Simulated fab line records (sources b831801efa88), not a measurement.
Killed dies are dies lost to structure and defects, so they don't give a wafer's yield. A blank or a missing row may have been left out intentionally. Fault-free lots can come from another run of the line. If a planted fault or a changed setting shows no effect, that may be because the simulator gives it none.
The tool behind it: which one? -- flow sky130 -- 39 wafers from 13 lots sampled at 2 of the route's 708 steps

== WHAT EACH GAUGE READ, for each wafer ==
SKY_VIA1_RS_MEAS_22: measurement is done with a four-point probe.
lot,measured,on,VIA1_W_RS (ohm/sq)
L883,day 34 16:22,film_metro-01,0.432 0.434 0.434
L884,day 35 01:47,film_metro-02,0.422 0.421 0.424
L886,day 35 18:54,film_metro-03,0.431 0.430 0.434
L887,day 35 17:49,film_metro-02,0.430 0.432 0.429
L888,day 36 18:52,film_metro-01,0.427 0.406 0.427
L889,day 37 05:57,film_metro-02,0.427 0.405 0.426
L890,day 37 08:13,film_metro-01,0.430 0.421 0.427
L891,day 37 15:16,film_metro-01,0.407 0.427 0.429
L893,day 37 22:52,film_metro-03,0.427 0.427 0.431
L901,day 40 06:49,film_metro-03,0.421 0.429 0.423
L902,day 40 21:41,film_metro-03,0.426 0.414 0.416
L903,day 40 22:02,film_metro-01,0.415 0.437 0.410
L904,day 41 05:00,film_metro-02,0.428 0.423 0.424

== TOOL THAT RAN EACH LOT (tool first, then ch and the chambers of the sampled wafers, then the start) ==
lot,SKY_RES_PROTECT_COAT_02
L883,"litho_track-04 ch 0, day 15 07:48"
L884,"litho_track-02 ch 0, day 15 12:22"
L886,"litho_track-03 ch 0, day 16 12:10"
L887,"litho_track-02 ch 0, day 16 12:29"
L888,"litho_track-03 ch 0, day 17 08:40"
L889,"litho_track-02 ch 0, day 17 22:14"
L890,"litho_track-03 ch 0, day 17 22:37"
L891,"litho_track-02 ch 0, day 18 07:08"
L893,"litho_track-04 ch 0, day 18 23:49"
L901,"litho_track-03, day 21 18:25"
L902,"litho_track-02, day 22 10:59"
L903,"litho_track-02 ch 0, day 22 12:11"
L904,"litho_track-03 ch 0, day 22 20:37"
- SKY_RES_PROTECT_COAT_02: resist thk 1140 nm.

== AS READ BY THE TOOLS THEMSELVES (means over the sampled wafers that have a number; for cases with no such wafer, the mark the record gives instead) ==
SKY_RES_PROTECT_COAT_02.
lot,tool,chill_plate_temp_C (C),dispense_pressure_kPa (kPa),resist_line_temp_C (C)
L883,litho_track-04,23.00,56.6,23.12
L884,litho_track-02,23.13,51.2,22.96
L886,litho_track-03,23.05,50.6,22.97
L887,litho_track-02,22.93,51.2,23.02
L888,litho_track-03,23.10,50.7,23.03
L889,litho_track-02,22.94,51.1,23.07
L890,litho_track-03,22.89,50.7,22.90
L891,litho_track-02,22.86,51.1,23.06
L893,litho_track-04,22.98,56.5,22.83
L901,litho_track-03,-,-,-
L902,litho_track-02,-,-,-
L903,litho_track-02,23.02,51.2,22.98
L904,litho_track-03,23.05,50.6,23.01

== THE ANSWER, worked out from the rows above alone ==
Rule: what is usual is taken from the lots themselves. Put in order of their means at a reading, lots are off if they are a third of the lots or fewer, leave a main group of 4 or more, and stand apart from it by a gap of 3 or more times the standard deviation of the main group's means; of several such gaps the widest counts. A main group is skipped when, at the precision printed for the reading in the tables above, its means are all equal. A lot without any number at a reading at which 4 lots or more have one is off too. Where the step has rows for the other lots, those lots are counted as sound. Order of review: gauges by route order, followed by the tools' own readings, for which a lot's mean as printed above is used. At the first step where some lot is off, the reading lying furthest off is the one used; lots without a number count as furthest.
Off: L901, L902, at SKY_RES_PROTECT_COAT_02 (chill_plate_temp_C). Without a number there: L901, L902. The main group: mean 23.00 C, standard deviation 0.081.
If a tool, at that step or one of the process steps before it, ran each lot that is off and ran no sound lot following the first of them, it fits. Of those tried, none fits.

== WHAT THE SIMULATOR HAD PUT IN ==
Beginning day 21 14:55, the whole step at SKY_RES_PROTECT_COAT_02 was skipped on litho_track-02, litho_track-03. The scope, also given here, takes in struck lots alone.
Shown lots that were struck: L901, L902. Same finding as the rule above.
